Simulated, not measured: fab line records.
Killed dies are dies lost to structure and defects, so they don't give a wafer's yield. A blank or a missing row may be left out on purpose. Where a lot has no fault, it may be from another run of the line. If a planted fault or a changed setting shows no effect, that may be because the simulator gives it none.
fab line records + flow sky130
[record]
- lots = 14
- wafers = 42
- last-day = 50
route steps=708 shown METAL3@560
lots with no fault: from the same line, run without faults
start-h: hours from the record's first day to the start of the lot's first wafer shown + wait-h: how many hours have passed since the lot's step before this one + " the same as in the row above + L1.1+2: a single row standing in for several wafers + - either no value or no given start + * or withheld: withheld + < > ~ a bound
route shown NAME@n: a module of which the file shows steps, and the number in the route of the first + usual: mean and standard deviation over wafers with no fault + same: alike in all rows + chamber/n: place in a boat + sites: per-site readings + _std_site: standard deviation of those values + _edge_site: the outer-site mean with the inner-site mean subtracted + radius-mm: for every site, how far away it sits from the centre of the wafer + mask NAME#n: copy n + behind: tool/chamber where the wafer was last shaped + hold: cause of the lot's hold/its duration in hours/its outcome + device: transistor that didn't switch, given as n, p or np + end of line: at the end of the route, the tests of the same wafers + for a step that has no rows: nothing shown but its recipe + killed: not the wafer's yield, but the dies lost to structure and defects at the first sort + map: dies across one wafer; x = killed, . = not, _ = none there
set.NAME: the run value of the setting; set.NAME@STEP: its run value at that earlier step + model.NAME: the simulator's own value behind a step, which no gauge read
steps of the route over a sample of lots; a table a step, a row a wafer
services: the hour from which a tool's chamber was out of use, counted from the record's first day as start-h (under 0 if before that day), plus the number of hours and why
[[steps]]
[step SKY_METAL3_EXPOSE_10]
[recipe]
- mask-id = MM3
- na = 0.68
- source-shape = annular
- sigma-inner = 0.4
- sigma-outer = 0.8
- target-cd-nm = 300
- dose-mj = 28
[usual]
- focus-offset-nm = 0.1/0.54
| lot.wafer | tool           | chamber | start-h | wait-h | mask  | focus-offset-nm |
|-----------|----------------|---------|---------|--------|-------|-----------------|
| L184.2    | krf-scanner-01 | 0       | 887.37  | -      | MM3#0 | 0.4             |
| L184.3    | "              | 0       | "       | "      | MM3#0 | -0.4            |
| L184.6    | "              | 0       | "       | "      | MM3#0 | -0.1            |
| L185.1    | krf-scanner-01 | 0       | 900.68  | -      | MM3#0 | 0.0             |
| L185.5    | "              | 0       | "       | "      | MM3#0 | -0.8            |
| L185.6    | "              | 0       | "       | "      | MM3#0 | 0.3             |
| L187.1    | krf-scanner-02 | 0       | 908.95  | -      | MM3#0 | -0.1            |
| L187.5    | "              | 0       | "       | "      | MM3#0 | -0.7            |
| L187.6    | "              | 0       | "       | "      | MM3#0 | 0.6             |
| L188.2    | krf-scanner-02 | 0       | 916.75  | -      | MM3#0 | -0.5            |
| L188.4    | "              | 0       | "       | "      | MM3#0 | 0.2             |
| L188.6    | "              | 0       | "       | "      | MM3#0 | 0.8             |
| L189.1    | krf-scanner-01 | 0       | 957.20  | -      | MM3#0 | 0.1             |
| L189.2    | "              | 0       | "       | "      | MM3#0 | 1.3             |
| L189.4    | "              | 0       | "       | "      | MM3#0 | 0.5             |
| L191.1    | krf-scanner-02 | 0       | 961.58  | -      | MM3#0 | -0.2            |
| L191.2    | "              | 0       | "       | "      | MM3#0 | 0.0             |
| L191.3    | "              | 0       | "       | "      | MM3#0 | 0.4             |
| L193.1    | krf-scanner-01 | 0       | 962.22  | -      | MM3#0 | -0.4            |
| L193.2    | "              | 0       | "       | "      | MM3#0 | -0.1            |
| L193.5    | "              | 0       | "       | "      | MM3#0 | 0.1             |
| L192.1    | krf-scanner-02 | 0       | 963.02  | -      | MM3#0 | 0.2             |
| L192.2    | "              | 0       | "       | "      | MM3#0 | 0.9             |
| L192.3    | "              | 0       | "       | "      | MM3#0 | -0.3            |
| L194.1    | krf-scanner-02 | 0       | 970.18  | -      | MM3#0 | -0.3            |
| L194.2    | "              | 0       | "       | "      | MM3#0 | 0.0             |
| L194.4    | "              | 0       | "       | "      | MM3#0 | 0.7             |
| L196.2    | krf-scanner-02 | 0       | 981.07  | -      | MM3#0 | -0.6            |
| L196.3    | "              | 0       | "       | "      | MM3#0 | -0.5            |
| L196.6    | "              | 0       | "       | "      | MM3#0 | -1.1            |
| L203.1    | krf-scanner-02 | 0       | 1041.30 | -      | MM3#0 | 0.2             |
| L203.2    | "              | 0       | "       | "      | MM3#0 | -0.1            |
| L203.6    | "              | 0       | "       | "      | MM3#0 | 0.4             |
| L204.3    | krf-scanner-01 | 0       | 1043.32 | -      | MM3#0 | 0.5             |
| L204.4    | "              | 0       | "       | "      | MM3#0 | 0.9             |
| L204.6    | "              | 0       | "       | "      | MM3#0 | 1.0             |
| L202.1    | krf-scanner-02 | 0       | 1044.63 | -      | MM3#0 | -0.3            |
| L202.2    | "              | 0       | "       | "      | MM3#0 | 0.2             |
| L202.4    | "              | 0       | "       | "      | MM3#0 | 0.8             |
| L205.2    | krf-scanner-01 | 0       | 1044.90 | -      | MM3#0 | 1.2             |
| L205.4    | "              | 0       | "       | "      | MM3#0 | 0.7             |
| L205.5    | "              | 0       | "       | "      | MM3#0 | 0.3             |
[step SKY_METAL3_CD_MEAS_13]
[recipe]
- target-cd-nm = 300
[usual]
- cd-nm = 300.2/1.5
| lot.wafer | tool      | chamber | start-h | wait-h | cd-nm |
|-----------|-----------|---------|---------|--------|-------|
| L184.2    | cd-sem-01 | -       | 900.47  | -      | 302.8 |
| L184.3    | "         | -       | "       | "      | 302.8 |
| L184.6    | "         | -       | "       | "      | 304.3 |
| L185.1    | cd-sem-01 | -       | 912.65  | -      | 300.6 |
| L185.5    | "         | -       | "       | "      | 299.4 |
| L185.6    | "         | -       | "       | "      | 297.4 |
| L187.1    | cd-sem-02 | -       | 921.25  | -      | 301.3 |
| L187.5    | "         | -       | "       | "      | 302.9 |
| L187.6    | "         | -       | "       | "      | 301.3 |
| L188.2    | cd-sem-01 | -       | 929.07  | -      | 299.9 |
| L188.4    | "         | -       | "       | "      | 301.0 |
| L188.6    | "         | -       | "       | "      | 300.4 |
| L189.1    | cd-sem-01 | -       | 968.25  | -      | 301.7 |
| L189.2    | "         | -       | "       | "      | 301.5 |
| L189.4    | "         | -       | "       | "      | 301.8 |
| L191.1    | cd-sem-02 | -       | 973.18  | -      | 299.6 |
| L191.2    | "         | -       | "       | "      | 300.5 |
| L191.3    | "         | -       | "       | "      | 299.2 |
| L193.1    | cd-sem-01 | -       | 974.13  | -      | 299.1 |
| L193.2    | "         | -       | "       | "      | 300.6 |
| L193.5    | "         | -       | "       | "      | 299.6 |
| L192.1    | cd-sem-02 | -       | 975.05  | -      | 299.7 |
| L192.2    | "         | -       | "       | "      | 298.4 |
| L192.3    | "         | -       | "       | "      | 299.0 |
| L194.1    | cd-sem-01 | -       | 983.00  | -      | 248.3 |
| L194.2    | "         | -       | "       | "      | 67.3  |
| L194.4    | "         | -       | "       | "      | 238.9 |
| L196.2    | cd-sem-01 | -       | 992.82  | -      | 213.5 |
| L196.3    | "         | -       | "       | "      | 244.7 |
| L196.6    | "         | -       | "       | "      | 188.3 |
| L203.1    | cd-sem-02 | -       | 1052.65 | -      | 301.6 |
| L203.2    | "         | -       | "       | "      | 299.6 |
| L203.6    | "         | -       | "       | "      | 299.4 |
| L204.3    | cd-sem-01 | -       | 1054.54 | -      | 297.7 |
| L204.4    | "         | -       | "       | "      | 298.5 |
| L204.6    | "         | -       | "       | "      | 297.7 |
| L202.1    | cd-sem-01 | -       | 1055.48 | -      | 300.8 |
| L202.2    | "         | -       | "       | "      | 300.7 |
| L202.4    | "         | -       | "       | "      | 300.2 |
| L205.2    | cd-sem-02 | -       | 1055.67 | -      | 298.4 |
| L205.4    | "         | -       | "       | "      | 298.0 |
| L205.5    | "         | -       | "       | "      | 299.3 |
[[services]]
| tool           | chamber | start-h | hours | kind   |
|----------------|---------|---------|-------|--------|
| krf-scanner-01 | -       | 863.70  | 3.6   | pm     |
| krf-scanner-02 | -       | 871.84  | 2.5   | repair |
| krf-scanner-02 | -       | 931.19  | 0.8   | pm     |
| krf-scanner-01 | -       | 932.12  | 1.0   | pm     |
| krf-scanner-01 | -       | 935.47  | 0.1   | repair |
| krf-scanner-01 | -       | 942.34  | 5.0   | repair |
| krf-scanner-02 | -       | 946.31  | 4.1   | repair |
| krf-scanner-01 | -       | 950.44  | 1.3   | pm     |
| krf-scanner-02 | -       | 995.81  | 3.6   | pm     |
| krf-scanner-01 | -       | 1003.27 | 0.8   | pm     |
| krf-scanner-02 | -       | 1004.72 | 4.0   | pm     |
| krf-scanner-02 | -       | 1009.46 | 1.0   | pm     |
| krf-scanner-02 | -       | 1020.80 | 1.3   | pm     |
[[key]]
[first-sign]
- step = SKY_METAL3_CD_MEAS_13
- reading = cd-nm
- direction = down
- sigmas = 66
- usual = 300.2
- struck = 200.2
effect none on later readings
met-at SKY_METAL3_EXPOSE_10
struck-lots L194,L196
later-rows-left-out L194.2,L194.4,L196.2,L196.3,L196.6
sort-left-out L194.1,L194.2,L194.4,L196.2,L196.3,L196.6
onset-between 963.02 970.18
[fault]
- kind = process-parameter-drift
- tool = krf-scanner-02
- chamber = -
- onset-h = 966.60
- steps = SKY_METAL3_EXPOSE_10
- channel = focus-nm
- offset = 488.87
- spread-by-wafer = 0.3
- shape = step
- end-h = 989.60
// sort-left-out: the simulated sort isn't trusted on such a fault, so these wafers' sort isn't shown, and their yield isn't known
// later-rows-left-out: the simulator's readings of these wafers behind a module that went badly wrong aren't trusted and aren't shown, but for the sort
